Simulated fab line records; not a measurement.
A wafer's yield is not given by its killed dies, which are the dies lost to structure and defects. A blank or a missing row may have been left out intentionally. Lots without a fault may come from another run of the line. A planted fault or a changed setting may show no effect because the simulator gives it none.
Which tool is to blame? / flow gf180mcu / 7 lots, 21 wafers sampled, at 3 steps of a route of 602

== WHAT THE GAUGES READ, wafer by wafer ==
GF_LVPWELL_TW_MEAS_11.
lot=L792; measured=day 4 02:00; on=film-metro-04; LVPWELL_TW=568 565 567
lot=L794; measured=day 4 13:47; on=film-metro-04; LVPWELL_TW=567 564 566
lot=L796; measured=day 5 05:56; on=film-metro-01; LVPWELL_TW=565 559 561
lot=L798; measured=day 5 14:14; on=film-metro-01; LVPWELL_TW=558 562 564
lot=L800; measured=day 6 02:59; on=film-metro-04; LVPWELL_TW=568 565 568
lot=L802; measured=day 6 11:23; on=film-metro-04; LVPWELL_TW=565 568 566
lot=L812; measured=day 8 18:38; on=film-metro-02; LVPWELL_TW=1294 1294 1295

== WHAT TOOL EACH LOT RAN ON (gives the tool, then ch and the chambers of the sampled wafers, and finally the start) ==
lot=L792; GF_STI_ETCH_13=rie-diel-02 ch 0,1,3, day 2 07:18; GF_LVPWELL_IMPLANT_08=implanter-02 ch 0, day 4 01:38
lot=L794; GF_STI_ETCH_13=rie-diel-02 ch 1,3, day 2 16:45; GF_LVPWELL_IMPLANT_08=implanter-02 ch 0, day 4 13:23
lot=L796; GF_STI_ETCH_13=rie-diel-02 ch 1,2, day 3 03:36; GF_LVPWELL_IMPLANT_08=implanter-02 ch 0, day 5 05:32
lot=L798; GF_STI_ETCH_13=rie-diel-04 ch 1,2,3, day 3 15:48; GF_LVPWELL_IMPLANT_08=implanter-01 ch 0, day 5 13:52
lot=L800; GF_STI_ETCH_13=rie-diel-04 ch 1,2,3, day 4 01:18; GF_LVPWELL_IMPLANT_08=implanter-01 ch 0, day 6 02:37
lot=L802; GF_STI_ETCH_13=rie-diel-02 ch 0,3, day 4 10:09; GF_LVPWELL_IMPLANT_08=implanter-01 ch 0, day 6 10:59
lot=L812; GF_STI_ETCH_13=rie-diel-02 ch 1,2, day 6 13:39; GF_LVPWELL_IMPLANT_08=implanter-01 ch 0, day 8 18:14
- GF_STI_ETCH_13: etches the open film in CHF3/O2, stops on Si, target depth 282.31 nm, time 112.9 s.
- GF_LVPWELL_IMPLANT_08

== THE ANSWER, worked out from the rows above alone ==
Rule: the lots themselves supply what counts as usual. Put in order of their means at a reading, lots are off if they are a third of the lots or fewer, leave a main group of 4 or more, and stand apart from it by a gap of 3 or more times the standard deviation of the main group's means; of several such gaps the widest counts. If all means in a main group match to the digits the tables above print for the reading, that group is not used. Also off: a lot with no number at a reading for which 4 or more lots have one. The other lots that the step has rows for count as sound.
Off: L812, at GF_LVPWELL_TW_MEAS_11 (LVPWELL_TW). For the main group the mean is 565 and the standard deviation 2.4.
If a tool, at a process step before that reading, ran all the lots that are off and no sound lot after the first of them, it fits. The gauges at GF_LVPWELL_TW_MEAS_11 are tried like those tools. Can't be told from this: 3 tools fit, rie-diel-02 at GF_STI_ETCH_13, implanter-01 at GF_LVPWELL_IMPLANT_08, film-metro-02 at GF_LVPWELL_TW_MEAS_11.

== WHAT THE SIMULATOR HAD INSERTED ==
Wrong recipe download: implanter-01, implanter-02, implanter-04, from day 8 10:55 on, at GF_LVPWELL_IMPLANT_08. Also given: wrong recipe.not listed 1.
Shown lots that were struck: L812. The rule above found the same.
